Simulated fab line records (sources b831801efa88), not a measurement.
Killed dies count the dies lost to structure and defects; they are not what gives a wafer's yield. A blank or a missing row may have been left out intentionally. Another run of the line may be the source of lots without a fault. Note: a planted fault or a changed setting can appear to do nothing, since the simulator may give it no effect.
Matching of chambers / flow gf180mcu / GF_CONTACT_CMP_04 on cmp-02 has 4 sister chambers
The step polishes SiO2. 4 wafers are shown with their chamber, then 9 later ones without.

== WAFERS, EACH WITH ITS CHAMBER ==
wafer=L496.2; chamber=1; motor current A (A)=12.2
wafer=L498.2; chamber=0; motor current A (A)=10.5
wafer=L498.4; chamber=2; motor current A (A)=12.0
wafer=L498.6; chamber=3; motor current A (A)=10.4

== WAFERS WITH NO CHAMBER GIVEN ==
wafer=L504.2; motor current A (A)=10.3
wafer=L504.4; motor current A (A)=12.0
wafer=L504.5; motor current A (A)=11.3
wafer=L505.1; motor current A (A)=10.3
wafer=L505.2; motor current A (A)=11.4
wafer=L505.3; motor current A (A)=11.4
wafer=L507.2; motor current A (A)=11.6
wafer=L507.3; motor current A (A)=10.6
wafer=L507.5; motor current A (A)=10.6

== CHAMBER TAKEN BY EACH ==
wafer=L504.2; from the rows above=can't be placed: 3 or 0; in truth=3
wafer=L504.4; from the rows above=can't be placed: 2 or 1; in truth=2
wafer=L504.5; from the rows above=can't be placed: 2 or 0 or 1 or 3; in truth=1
wafer=L505.1; from the rows above=can't be placed: 3 or 0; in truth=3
wafer=L505.2; from the rows above=can't be placed: 2 or 1 or 0 or 3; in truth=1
wafer=L505.3; from the rows above=can't be placed: 2 or 1 or 0 or 3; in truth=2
wafer=L507.2; from the rows above=can't be placed: 2 or 1 or 0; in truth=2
wafer=L507.3; from the rows above=can't be placed: 0 or 3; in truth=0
wafer=L507.5; from the rows above=can't be placed: 0 or 3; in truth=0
0 of 9 placed correctly. Can't be placed from these rows: 9 (the true chamber is among the candidates in 9). Wrongly placed: 0.
How it was worked out, from the rows above alone: a wafer's distance from a chamber is the root of the sum, over the readings, of the square of ((its reading less the chamber's mean) divided by the reading's scatter). If the next closest chamber is less than 2 further off than the closest, the wafer can't be placed; otherwise it belongs to the closest. The mean given for a chamber averages the wafers shown for that chamber. The scatter: with one shown wafer a chamber, the root of the mean of the squares of how far each hidden wafer lies from its nearest shown one.
